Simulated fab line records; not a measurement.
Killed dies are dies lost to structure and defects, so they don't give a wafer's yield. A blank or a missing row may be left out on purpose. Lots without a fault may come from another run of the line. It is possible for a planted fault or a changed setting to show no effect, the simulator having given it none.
What tool caused it? + flow sky130 + 33 wafers from 11 lots sampled at 6 of the route's 708 steps

## WHAT THE GAUGES READ, wafer by wafer
SKY_LI_CONTACT_THK_MEAS_01.
| lot  | measured     | on            | LI_CONTACT_HDPCVD_THK (nm) |
|------|--------------|---------------|----------------------------|
| L246 | day 29 01:25 | film-metro-01 | 940 926 926                |
| L247 | day 29 18:07 | film-metro-01 | 941 925 932                |
| L251 | day 31 00:40 | film-metro-04 | 937 935 934                |
| L252 | day 31 02:14 | film-metro-04 | 930 1371 939               |
| L253 | day 31 17:23 | film-metro-01 | 926 929 922                |
| L254 | day 32 02:45 | film-metro-02 | 927 934 922                |
| L259 | day 34 06:21 | film-metro-01 | 928 930 925                |
| L261 | day 35 01:02 | film-metro-02 | 940 936 942                |
| L264 | day 35 15:07 | film-metro-04 | 927 937 937                |
| L265 | day 35 22:41 | film-metro-01 | 942 934 944                |
| L267 | day 36 02:04 | film-metro-04 | 939 923 940                |

SKY_CONTACT_BOW_MEAS_05.
| lot  | measured     | on            | CONTACT_BOW (um) |
|------|--------------|---------------|------------------|
| L246 | day 31 13:21 | film-metro-02 | 82 89 88         |
| L247 | day 32 05:31 | film-metro-03 | 67 78 98         |
| L251 | day 33 11:27 | film-metro-02 | 83 84 88         |
| L252 | day 33 12:22 | film-metro-01 | 92 100 84        |
| L253 | day 34 03:24 | film-metro-01 | 78 76 74         |
| L254 | day 34 13:02 | film-metro-03 | 68 79 85         |
| L259 | day 36 15:04 | film-metro-03 | 90 91 73         |
| L261 | day 37 09:04 | film-metro-01 | 82 79 88         |
| L264 | day 37 22:52 | film-metro-01 | 75 75 78         |
| L265 | day 38 05:44 | film-metro-02 | 84 74 84         |
| L267 | day 38 08:37 | film-metro-01 | 94 77 83         |

SKY_CONTACT_CD_MEAS_14 targets a cd of 170 nm.
| lot  | measured     | on        | cd-nm (nm)        |
|------|--------------|-----------|-------------------|
| L246 | day 32 16:56 | cd-sem-02 | 169.8 169.5 169.0 |
| L247 | day 33 08:38 | cd-sem-02 | 170.2 169.2 170.0 |
| L251 | day 34 13:40 | cd-sem-02 | 169.9 168.5 168.9 |
| L252 | day 34 14:36 | cd-sem-01 | 168.7 168.6 167.1 |
| L253 | day 35 05:53 | cd-sem-02 | 171.4 170.6 170.8 |
| L254 | day 35 15:31 | cd-sem-02 | 168.3 167.7 168.0 |
| L259 | day 37 16:37 | cd-sem-02 | 170.6 171.3 170.6 |
| L261 | day 38 11:12 | cd-sem-01 | 167.4 168.5 169.8 |
| L264 | day 39 00:27 | cd-sem-01 | 173.0 173.4 172.8 |
| L265 | day 39 06:58 | cd-sem-01 | 171.3 172.7 172.0 |
| L267 | day 39 10:14 | cd-sem-01 | 171.1 172.7 171.5 |

## EACH LOT AND THE TOOL THAT RAN IT (in order: tool; ch and the chambers of the sampled wafers; start)
| lot  | SKY_POLY_GATE_ETCH_17            | SKY_LI_CONTACT_HDPCVD_00         | SKY_LI_CONTACT_CMP_02         |
|------|----------------------------------|----------------------------------|-------------------------------|
| L246 | rie-si-02 ch 0,1,2, day 17 12:07 | hdpcvd-01 ch 1,2, day 29 01:19   | cmp-01 ch 0,2,3, day 29 01:28 |
| L247 | rie-si-02 ch 1,2, day 18 04:28   | hdpcvd-02 ch 0,2, day 29 17:59   | cmp-02 ch 0,1,3, day 29 18:12 |
| L251 | rie-si-02 ch 0,1, day 19 11:19   | hdpcvd-02 ch 1,2, day 31 00:32   | cmp-01 ch 0,2,3, day 31 00:45 |
| L252 | rie-si-01 ch 0,3, day 19 12:16   | hdpcvd-02 ch 0,1,2, day 31 02:07 | cmp-02 ch 0,1,2, day 31 02:17 |
| L253 | rie-si-01 ch 0,1,2, day 20 02:01 | hdpcvd-01 ch 1,2, day 31 17:17   | cmp-01 ch 0,2,3, day 31 17:26 |
| L254 | rie-si-02 ch 0,1,2, day 20 11:25 | hdpcvd-01 ch 0,1, day 32 02:37   | cmp-01 ch 1,2, day 32 03:14   |
| L259 | rie-si-01 ch 0,2,3, day 23 07:47 | hdpcvd-01 ch 0,1,2, day 34 06:14 | cmp-02 ch 1,2,3, day 34 06:25 |
| L261 | rie-si-01 ch 0,2, day 24 01:32   | hdpcvd-01 ch 1,2, day 35 00:55   | cmp-01 ch 0,2,3, day 35 01:11 |
| L264 | rie-si-02 ch 2,3, day 24 15:53   | hdpcvd-01 ch 0,1, day 35 14:59   | cmp-02 ch 1,3, day 35 15:10   |
| L265 | rie-si-02 ch 2,3, day 25 00:10   | hdpcvd-02 ch 0,1,2, day 35 22:37 | cmp-01 ch 0,3, day 35 22:46   |
| L267 | rie-si-01 ch 0,2,3, day 25 06:56 | hdpcvd-01 ch 0,1,2, day 36 01:58 | cmp-01 ch 2,3, day 36 02:07   |
- SKY_POLY_GATE_ETCH_17: etches poly-Si in HBr/Cl2, stops on SiO2, target depth 180 nm, time 70.5 s.
- SKY_LI_CONTACT_HDPCVD_00: deposits PSG, target thk 930 nm, time 155 s.
- SKY_LI_CONTACT_CMP_02: polishes PSG.

## WHAT THE TOOLS THEMSELVES READ (means of the sampled wafers that have a number; where no wafer has one, the mark that the record gives instead)
SKY_POLY_GATE_ETCH_17.
| lot  | tool      | drypump-motor-current-A (A) | oes-product-au (a.u.) | rf-fwd-power-W (W) | throttle-valve-pct (%) |
|------|-----------|-----------------------------|-----------------------|--------------------|------------------------|
| L246 | rie-si-02 | 5.5                         | 0.987                 | 395.9              | 33.685                 |
| L247 | rie-si-02 | 5.5                         | 0.993                 | 395.0              | 33.686                 |
| L251 | rie-si-02 | 5.4                         | 0.982                 | 396.4              | 33.681                 |
| L252 | rie-si-01 | 6.0                         | 0.985                 | 396.6              | 33.686                 |
| L253 | rie-si-01 | 5.7                         | 0.995                 | 397.1              | 33.680                 |
| L254 | rie-si-02 | 5.5                         | 0.990                 | 395.9              | 33.680                 |
| L259 | rie-si-01 | 5.9                         | 0.984                 | 396.2              | 33.685                 |
| L261 | rie-si-01 | 6.0                         | 0.983                 | 396.0              | 33.688                 |
| L264 | rie-si-02 | 5.1                         | 0.989                 | 397.1              | 33.683                 |
| L265 | rie-si-02 | 5.3                         | 0.988                 | 396.7              | 33.679                 |
| L267 | rie-si-01 | 5.9                         | 0.985                 | 396.6              | 33.692                 |

SKY_LI_CONTACT_HDPCVD_00.
| lot  | tool      | run-length-s (s) |
|------|-----------|------------------|
| L246 | hdpcvd-01 | 182.8            |
| L247 | hdpcvd-02 | 183.7            |
| L251 | hdpcvd-02 | 183.4            |
| L252 | hdpcvd-02 | 207.6            |
| L253 | hdpcvd-01 | 182.8            |
| L254 | hdpcvd-01 | 182.5            |
| L259 | hdpcvd-01 | 182.9            |
| L261 | hdpcvd-01 | 182.4            |
| L264 | hdpcvd-01 | 182.8            |
| L265 | hdpcvd-02 | 183.7            |
| L267 | hdpcvd-01 | 182.8            |

SKY_LI_CONTACT_CMP_02.
| lot  | tool   | motor-current-A (A) | time-to-endpoint-s (s) |
|------|--------|---------------------|------------------------|
| L246 | cmp-01 | 12.6                | 30.6                   |
| L247 | cmp-02 | 11.4                | 34.1                   |
| L251 | cmp-01 | 12.3                | 31.4                   |
| L252 | cmp-02 | 12.3                | 46.5                   |
| L253 | cmp-01 | 12.8                | 31.6                   |
| L254 | cmp-01 | 13.8                | 32.1                   |
| L259 | cmp-02 | 12.3                | 33.8                   |
| L261 | cmp-01 | 12.6                | 31.9                   |
| L264 | cmp-02 | 12.5                | 35.6                   |
| L265 | cmp-01 | 11.0                | 35.8                   |
| L267 | cmp-01 | 11.9                | 31.5                   |

## THE ANSWER, worked out from the rows above alone
Rule: what is usual is taken from the lots themselves. Put in order of their means at a reading, lots are off if they are a third of the lots or fewer, leave a main group of 4 or more, and stand apart from it by a gap of 3 or more times the standard deviation of the main group's means; of several such gaps the widest counts. A main group whose means are all the same, to the digits that the tables above print for the reading, isn't used. Also off: a lot with no number at a reading for which 4 or more lots have one. Where the step has rows for the other lots, those lots are counted as sound. After the gauges, taken in route order, come the tools' own readings; for these a lot's mean is taken, as printed above. The first step at which some lot is off is used, and at that step the reading that is off furthest; a lot without a number counts as furthest.
Off: at SKY_LI_CONTACT_THK_MEAS_01 (LI_CONTACT_HDPCVD_THK), L252. The main group has a mean of 933 nm with a standard deviation of 4.6.
A tool fits if, at a process step before that reading, it ran every lot that is off, and no sound lot after the first of them. The gauges at SKY_LI_CONTACT_THK_MEAS_01 aren't tried: what is off there is off at SKY_LI_CONTACT_HDPCVD_00 too, on other tools, and a gauge's error can't cause that. Not one of the candidates tried fits.

## WHAT HAD BEEN PUT IN BY THE SIMULATOR
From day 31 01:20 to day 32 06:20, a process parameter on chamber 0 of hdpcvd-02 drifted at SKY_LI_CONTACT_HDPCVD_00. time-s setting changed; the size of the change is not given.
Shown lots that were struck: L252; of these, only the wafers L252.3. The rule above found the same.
